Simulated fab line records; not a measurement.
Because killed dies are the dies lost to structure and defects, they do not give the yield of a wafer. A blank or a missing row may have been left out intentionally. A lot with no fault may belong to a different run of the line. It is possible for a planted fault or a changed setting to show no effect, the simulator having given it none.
fab line records | flow gf180mcu
[record] lots = 5 | wafers = 15 | last_day = 34
route steps=602 shown NWELL@52 LVPWELL@54 MVSD@66 MVPSD@78
lots that met no fault: taken from a fault-free run of the same line
start_h: start of the lot's first displayed wafer, in hours after the record's first day | wait_h: hours from the lot's prior step to this one | " as in the row above | L1.1+2: a single row standing in for several wafers | - value missing, or start not given | * or withheld: withheld | < > ~ a bound
route shown NAME@n: NAME is a module with steps in the file, n the number in the route of the first one | usual: mean and standard deviation over wafers with no fault | same: alike in all rows | chamber/n: place in a boat | sites: per-site readings | _std_site: their standard deviation | _edge_site: mean of outer sites minus mean of inner sites | radius_mm: how far each site lies from the wafer's centre | mask NAME#n: copy n | behind: the last tool/chamber to shape the wafer | hold: what put the lot on hold/how long, in hours/how the hold closed | device: names the non-switching transistor (n, p or np) | end of line: tests run on the same wafers once the route is complete | where a step has no rows: the recipe by itself | killed: at the first sort, the dies lost to defects and structure; wafer yield is something else | map: dies across one wafer; x = killed, . = not, _ = none there
set.NAME: the setting that was run; set.NAME@STEP: the one run at that earlier step | model.NAME: the simulator's own value behind a step, which no gauge read
lots at selected steps of the route; one table per step, one row per wafer
services: the hour from which a tool's chamber was out of use, counted from the record's first day as start_h (under 0 if before that day), plus the number of hours and why
[[steps]]
[step GF_NWELL_STRIP_10]
[recipe] chemistry = O2/N2 | power_w = 1400 | pressure_mtorr = 1500 | platen_temp_c = 250 | o2_flow_sccm = 3000 | n2_flow_sccm = 300 | overash_fraction = 0.5
[usual] drypump_motor_current_A = 5.7/0.53 | heater_power_w = 332/20 | n2_flow_sccm = 300.0/0.99 | o2_flow_sccm = 2999/9.4 | oes_product_au = 0.722/0.0046 | strip_time_to_endpoint_s = 36.95/0.11
lot.wafer | tool            | chamber | start_h | wait_h | drypump_motor_current_A | heater_power_w | n2_flow_sccm | o2_flow_sccm | oes_product_au | rf_hours_counter_h | strip_time_to_endpoint_s
L708.1    | plasma_asher-03 | 1       | 105.76  | 0.1    | 6.0                     | 335            | 300.2        | 3000         | 0.712          | 33                 | 37.03
L708.4    | "               | 0       | "       | "      | 5.1                     | 348            | 300.9        | 3005         | 0.725          | -                  | 36.99
L708.5    | "               | 0       | "       | "      | 5.1                     | 358            | 299.0        | 3009         | 0.722          | -                  | 36.96
L718.1    | plasma_asher-04 | 0       | 163.86  | 0.1    | 6.7                     | 316            | 298.8        | 2998         | 0.722          | 50                 | 36.81
L718.2    | "               | 1       | "       | "      | 5.5                     | 294            | 300.9        | 2995         | 0.721          | 50                 | 36.98
L718.4    | "               | 1       | "       | "      | 5.5                     | 303            | 300.4        | 2991         | 0.723          | -                  | 36.90
L719.1    | plasma_asher-03 | 1       | 167.51  | 0.1    | 6.0                     | 338            | 300.7        | 2995         | 0.715          | 40                 | 36.99
L719.3    | "               | 0       | "       | "      | 5.1                     | 356            | 299.4        | 2978         | 0.728          | -                  | 36.88
L719.5    | "               | 1       | "       | "      | 6.0                     | 328            | 300.5        | 2980         | 0.725          | -                  | 37.01
L721.3    | plasma_asher-03 | 0       | 175.54  | 0.1    | 5.1                     | 355            | 299.3        | 2984         | 0.725          | -                  | 36.73
L721.4    | "               | 1       | "       | "      | 6.0                     | 329            | 299.6        | 3001         | 0.733          | -                  | 36.91
L721.5    | "               | 0       | "       | "      | 5.1                     | 347            | 299.9        | 2997         | 0.723          | -                  | 36.83
L722.3    | plasma_asher-04 | 0       | 181.82  | 0.1    | 6.7                     | 316            | 299.9        | 3010         | 0.720          | -                  | 36.92
L722.5    | "               | 0       | "       | "      | 6.7                     | 303            | 301.4        | 2991         | 0.719          | -                  | 36.89
L722.6    | "               | 1       | "       | "      | 5.5                     | 301            | 297.6        | 3006         | 0.722          | -                  | 36.97
[step GF_NWELL_TW_MEAS_11]
[usual] NWELL_TW = 1584/20
lot.wafer | tool          | chamber | start_h | wait_h | NWELL_TW
L708.1    | film_metro-04 | -       | 105.86  | 0.1    | 1580
L708.4    | "             | -       | "       | "      | 1576
L708.5    | "             | -       | "       | "      | 1578
L718.1    | film_metro-03 | -       | 164.05  | 0.2    | 1610
L718.2    | "             | -       | "       | "      | 1599
L718.4    | "             | -       | "       | "      | 1603
L719.1    | film_metro-03 | -       | 167.61  | 0.1    | 1613
L719.3    | "             | -       | "       | "      | 1614
L719.5    | "             | -       | "       | "      | 1607
L721.3    | film_metro-03 | -       | 175.63  | 0.1    | 1589
L721.4    | "             | -       | "       | "      | 1600
L721.5    | "             | -       | "       | "      | 1583
L722.3    | film_metro-03 | -       | 181.94  | 0.1    | 1594
L722.5    | "             | -       | "       | "      | 1584
L722.6    | "             | -       | "       | "      | 1595
[step GF_LVPWELL_DEHYDRATE_00]
[recipe] temp_c = 200 | time_s = 60
[step GF_LVPWELL_HMDS_01]
[recipe] prime_time_s = 60 | prime_temp_c = 120
[step GF_LVPWELL_COAT_02]
[recipe] spin_rpm = 2000 | resist_thk_nm = 3000
[step GF_LVPWELL_SOFTBAKE_03]
[recipe] temp_c = 110 | time_s = withheld
[step GF_LVPWELL_EXPOSE_04]
[recipe] mask_id = LVPWELL | target_cd_nm = 600 | na = 0.6 | source_shape = conventional | sigma_outer = 0.6 | dose_mj = 260
[step GF_LVPWELL_PEB_05]
[recipe] temp_c = 115 | time_s = withheld
[step GF_LVPWELL_DEVELOP_06]
[recipe] wall_angle_deg = 90 | develop_time_s = 60 | dev_temp_c = 23
[step GF_LVPWELL_OVL_MEAS_07]
[usual] LVPWELL_OVL = 0.9/1.6
lot.wafer | tool       | chamber | start_h | wait_h | LVPWELL_OVL[nm]
L708.1    | overlay-01 | -       | 119.70  | -      | -1.0
L708.4    | "          | -       | "       | "      | 0.3
L708.5    | "          | -       | "       | "      | 0.0
L718.1    | overlay-02 | -       | 180.00  | -      | 2.7
L718.2    | "          | -       | "       | "      | 1.5
L718.4    | "          | -       | "       | "      | 1.8
L719.1    | overlay-02 | -       | 183.85  | -      | -0.2
L719.3    | "          | -       | "       | "      | 0.2
L719.5    | "          | -       | "       | "      | -1.2
L721.3    | overlay-01 | -       | 191.93  | -      | 1.9
L721.4    | "          | -       | "       | "      | 1.5
L721.5    | "          | -       | "       | "      | -0.3
L722.3    | overlay-01 | -       | 198.68  | -      | 2.3
L722.5    | "          | -       | "       | "      | 3.2
L722.6    | "          | -       | "       | "      | 2.5
[step GF_LVPWELL_IMPLANT_08]
[recipe] species = B | energy_kev = 170 | dose_cm2 = 1.5e+13 | tilt_deg = 0
[step GF_LVPWELL_IMPLANT_09]
[recipe] species = B | energy_kev = 60 | dose_cm2 = 5e+12 | tilt_deg = 0
[step GF_LVPWELL_STRIP_10]
[recipe] chemistry = O2/N2 | power_w = 1400 | pressure_mtorr = 1500 | platen_temp_c = 250 | o2_flow_sccm = 3000 | n2_flow_sccm = 300 | overash_fraction = 0.5
[usual] drypump_motor_current_A = 5.7/0.39 | heater_power_w = 317/27 | n2_flow_sccm = 300.1/0.9 | o2_flow_sccm = 3001/8.6 | oes_product_au = 0.723/0.0047 | strip_time_to_endpoint_s = 36.96/0.1
lot.wafer | tool            | chamber | start_h | wait_h | drypump_motor_current_A | heater_power_w | n2_flow_sccm | o2_flow_sccm | oes_product_au | rf_hours_counter_h | strip_time_to_endpoint_s | model.coat_of_LVPWELL_COAT_02.thk_nm
L708.1    | plasma_asher-02 | 1       | 120.04  | 0.1    | 5.6                     | 277            | 298.6        | 2992         | 0.967          | 0                  | -                        | 578.1
L708.4    | "               | 0       | "       | "      | 5.9                     | 295            | 298.3        | 2995         | 0.970          | -                  | -                        | 579.7
L708.5    | "               | 1       | "       | "      | 5.6                     | 278            | 299.3        | 2985         | 0.965          | -                  | -                        | 580.7
L718.1    | plasma_asher-02 | 0       | 180.34  | 0.1    | 5.9                     | 286            | 300.1        | 2983         | 0.720          | 6                  | 36.77                    | 0
L718.2    | "               | 1       | "       | "      | 5.7                     | 283            | 299.2        | 3019         | 0.723          | 6                  | 36.82                    | 0
L718.4    | "               | 1       | "       | "      | 5.6                     | 283            | 299.1        | 3007         | 0.735          | -                  | 36.89                    | 0
L719.1    | plasma_asher-01 | 0       | 184.19  | 0.1    | 5.8                     | 341            | 300.0        | 2997         | 0.720          | 53                 | 37.04                    | 0
L719.3    | "               | 0       | "       | "      | 5.8                     | 346            | 300.2        | 2998         | 0.711          | -                  | 37.02                    | 0
L719.5    | "               | 1       | "       | "      | 5.2                     | 348            | 300.5        | 2988         | 0.716          | -                  | 37.02                    | 0
L721.3    | plasma_asher-04 | 1       | 192.29  | 0.1    | 5.5                     | 290            | 299.0        | 2995         | 0.728          | -                  | 36.81                    | 0
L721.4    | "               | 0       | "       | "      | 6.7                     | 311            | 299.6        | 3001         | 0.730          | -                  | 36.82                    | 0
L721.5    | "               | 0       | "       | "      | 6.7                     | 309            | 301.5        | 3000         | 0.733          | -                  | 36.78                    | 0
L722.3    | plasma_asher-04 | 1       | 199.04  | 0.1    | 5.5                     | 297            | 300.0        | 2985         | 0.724          | -                  | 36.88                    | 0
L722.5    | "               | 0       | "       | "      | 6.7                     | 318            | 301.1        | 3004         | 0.716          | -                  | 36.96                    | 0
L722.6    | "               | 1       | "       | "      | 5.5                     | 300            | 299.4        | 2998         | 0.714          | -                  | 36.91                    | 0
[step GF_LVPWELL_TW_MEAS_11]
[usual] LVPWELL_TW = 563/7.3
lot.wafer | tool          | chamber | start_h | wait_h | LVPWELL_TW
L708.1    | film_metro-04 | -       | 120.14  | 0.1    | 567
L708.4    | "             | -       | "       | "      | 569
L708.5    | "             | -       | "       | "      | 566
L718.1    | film_metro-01 | -       | 180.44  | 0.1    | 558
L718.2    | "             | -       | "       | "      | 557
L718.4    | "             | -       | "       | "      | 555
L719.1    | film_metro-01 | -       | 184.29  | 0.1    | 556
L719.3    | "             | -       | "       | "      | 554
L719.5    | "             | -       | "       | "      | 553
L721.3    | film_metro-01 | -       | 192.38  | 0.1    | 553
L721.4    | "             | -       | "       | "      | 552
L721.5    | "             | -       | "       | "      | 555
L722.3    | film_metro-01 | -       | 199.13  | 0.1    | 554
L722.5    | "             | -       | "       | "      | 556
L722.6    | "             | -       | "       | "      | 552
[step GF_MVSD_DEHYDRATE_00]
[recipe] temp_c = 200 | time_s = 60
[step GF_MVSD_HMDS_01]
[recipe] prime_time_s = 60 | prime_temp_c = 120
[step GF_MVSD_COAT_02]
[recipe] spin_rpm = 2000 | resist_thk_nm = 3000
[step GF_MVSD_SOFTBAKE_03]
[recipe] temp_c = 110 | time_s = withheld
[step GF_MVSD_EXPOSE_04]
[recipe] mask_id = MVSD | target_cd_nm = 1000 | na = 0.6 | source_shape = conventional | sigma_outer = 0.6 | dose_mj = 255.1
[step GF_MVSD_PEB_05]
[recipe] temp_c = 115 | time_s = withheld
[step GF_MVSD_DEVELOP_06]
[recipe] wall_angle_deg = 90 | develop_time_s = 60 | dev_temp_c = 23
[step GF_MVSD_OVL_MEAS_07]
[usual] MVSD_OVL = 0.5/1.3
lot.wafer | tool       | chamber | start_h | wait_h | MVSD_OVL[nm]
L708.1    | overlay-02 | -       | 134.67  | -      | 1.6
L708.4    | "          | -       | "       | "      | 1.2
L708.5    | "          | -       | "       | "      | -0.2
L718.1    | overlay-01 | -       | 196.92  | -      | 1.0
L718.2    | "          | -       | "       | "      | 0.5
L718.4    | "          | -       | "       | "      | 2.2
L719.1    | overlay-02 | -       | 201.25  | -      | -0.1
L719.3    | "          | -       | "       | "      | 1.6
L719.5    | "          | -       | "       | "      | 0.4
L721.3    | overlay-02 | -       | 209.16  | -      | -0.6
L721.4    | "          | -       | "       | "      | -2.0
L721.5    | "          | -       | "       | "      | -1.9
L722.3    | overlay-01 | -       | 216.36  | -      | 1.3
L722.5    | "          | -       | "       | "      | 0.8
L722.6    | "          | -       | "       | "      | 0.9
[step GF_MVSD_IMPLANT_08]
[recipe] species = P | energy_kev = 400 | dose_cm2 = 1.6e+13 | tilt_deg = 0
[step GF_MVSD_IMPLANT_09]
[recipe] species = P | energy_kev = 100 | dose_cm2 = 5e+12 | tilt_deg = 0
[step GF_MVSD_STRIP_10]
[recipe] chemistry = O2/N2 | power_w = 1400 | pressure_mtorr = 1500 | platen_temp_c = 250 | o2_flow_sccm = 3000 | n2_flow_sccm = 300 | overash_fraction = 0.5
[usual] drypump_motor_current_A = 5.6/0.33 | heater_power_w = 328/26 | n2_flow_sccm = 300.2/0.78 | o2_flow_sccm = 2999/9.1 | oes_product_au = 0.723/0.0046 | strip_time_to_endpoint_s = 36.95/0.091
lot.wafer | tool            | chamber | start_h | wait_h | drypump_motor_current_A | heater_power_w | n2_flow_sccm | o2_flow_sccm | oes_product_au | rf_hours_counter_h | strip_time_to_endpoint_s
L708.1    | plasma_asher-02 | 1       | 135.01  | 0.1    | 5.7                     | 285            | 299.8        | 3007         | 0.721          | 2                  | 45.45
L708.4    | "               | 0       | "       | "      | 5.9                     | 292            | 299.4        | 2992         | 0.732          | -                  | 45.45
L708.5    | "               | 1       | "       | "      | 5.6                     | 282            | 300.0        | 3012         | 0.729          | -                  | 45.65
L718.1    | plasma_asher-01 | 0       | 197.28  | 0.1    | 5.8                     | 340            | 300.2        | 2985         | 0.720          | 54                 | 36.99
L718.2    | "               | 1       | "       | "      | 5.2                     | 347            | 298.9        | 2998         | 0.720          | 54                 | 36.99
L718.4    | "               | 0       | "       | "      | 5.8                     | 339            | 300.9        | 2998         | 0.721          | -                  | 36.94
L719.1    | plasma_asher-02 | 1       | 201.59  | 0.1    | 5.7                     | 278            | 300.3        | 2992         | 0.724          | 8                  | 36.96
L719.3    | "               | 1       | "       | "      | 5.7                     | 281            | 300.0        | 2973         | 0.724          | -                  | 36.96
L719.5    | "               | 1       | "       | "      | 5.7                     | 280            | 299.3        | 2982         | 0.716          | -                  | 36.93
L721.3    | plasma_asher-03 | 0       | 209.52  | 0.1    | 5.1                     | 357            | 300.9        | 2995         | 0.719          | -                  | 36.95
L721.4    | "               | 1       | "       | "      | 6.0                     | 336            | 298.8        | 3013         | 0.725          | -                  | 36.88
L721.5    | "               | 1       | "       | "      | 6.0                     | 322            | 299.6        | 2991         | 0.724          | -                  | 36.89
L722.3    | plasma_asher-01 | 0       | 216.72  | 0.1    | 5.8                     | 338            | 301.2        | 3000         | 0.719          | -                  | 36.93
L722.5    | "               | 1       | "       | "      | 5.2                     | 345            | 300.5        | 3004         | 0.725          | -                  | 36.87
L722.6    | "               | 0       | "       | "      | 5.8                     | 337            | 300.5        | 2994         | 0.714          | -                  | 37.03
[step GF_MVSD_TW_MEAS_11]
[usual] MVSD_TW = 1587/19
lot.wafer | tool          | chamber | start_h | wait_h | MVSD_TW
L708.1    | film_metro-04 | -       | 135.11  | 0.1    | 1480
L708.4    | "             | -       | "       | "      | 1480
L708.5    | "             | -       | "       | "      | 1482
L718.1    | film_metro-03 | -       | 197.38  | 0.1    | 1605
L718.2    | "             | -       | "       | "      | 1594
L718.4    | "             | -       | "       | "      | 1610
L719.1    | film_metro-04 | -       | 201.69  | 0.1    | 1589
L719.3    | "             | -       | "       | "      | 1590
L719.5    | "             | -       | "       | "      | 1589
L721.3    | film_metro-01 | -       | 209.61  | 0.1    | 1559
L721.4    | "             | -       | "       | "      | 1567
L721.5    | "             | -       | "       | "      | 1558
L722.3    | film_metro-01 | -       | 216.81  | 0.1    | 1560
L722.5    | "             | -       | "       | "      | 1568
L722.6    | "             | -       | "       | "      | 1563
[step GF_MVPSD_DEHYDRATE_00]
[recipe] temp_c = 200 | time_s = 60
[[services]]
tool            | chamber | start_h | hours | kind
plasma_asher-04 | -       | 86.67   | 2.8   | pm
plasma_asher-04 | -       | 98.50   | 6.0   | repair
plasma_asher-02 | -       | 108.75  | 9.0   | pm
plasma_asher-02 | 0       | 108.75  | 9.0   | vent_cycle
plasma_asher-02 | 1       | 108.75  | 9.0   | vent_cycle
plasma_asher-02 | 0       | 117.75  | -     | clean
plasma_asher-02 | 1       | 117.75  | -     | clean
plasma_asher-01 | -       | 214.20  | 1.1   | repair
[[key]]
[first_sign] step = GF_LVPWELL_STRIP_10 | reading = oes_product_au | direction = up | sigmas = 52 | usual = 0.723 | struck = 0.967
[effect] step = GF_MVSD_STRIP_10 | reading = strip_time_to_endpoint_s | direction = up | sigmas = 94 | usual = * | struck = *
[effect] step = GF_MVSD_TW_MEAS_11 | reading = MVSD_TW | direction = down | sigmas = 5.7 | usual = 1587 | struck = 1481
[model_effect] step = GF_LVPWELL_STRIP_10 | value = coat_of_LVPWELL_COAT_02.thk_nm | without = 0 | struck = 579.5
met_at GF_LVPWELL_STRIP_10
struck_wafers L708.1,L708.4,L708.5
sort_left_out L708.1,L708.4,L708.5
tester_left_out L708
[fault] kind = strip_aborted | tool = plasma_asher-02 | chamber = - | onset_h = 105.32 | steps = GF_LVPWELL_STRIP_10 | offset = 0.48826 | end_h = 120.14
// tester_left_out: of these lots the tester's yield and bins aren't shown, on N5 and GAA mostly nor the transistor test; their killed dies are dies lost to structure and defects alone, not to doping, threshold or leakage, so they don't give the yield
// sort_left_out: the simulated sort isn't trusted on such a fault, so these wafers' sort isn't shown, and their yield isn't known
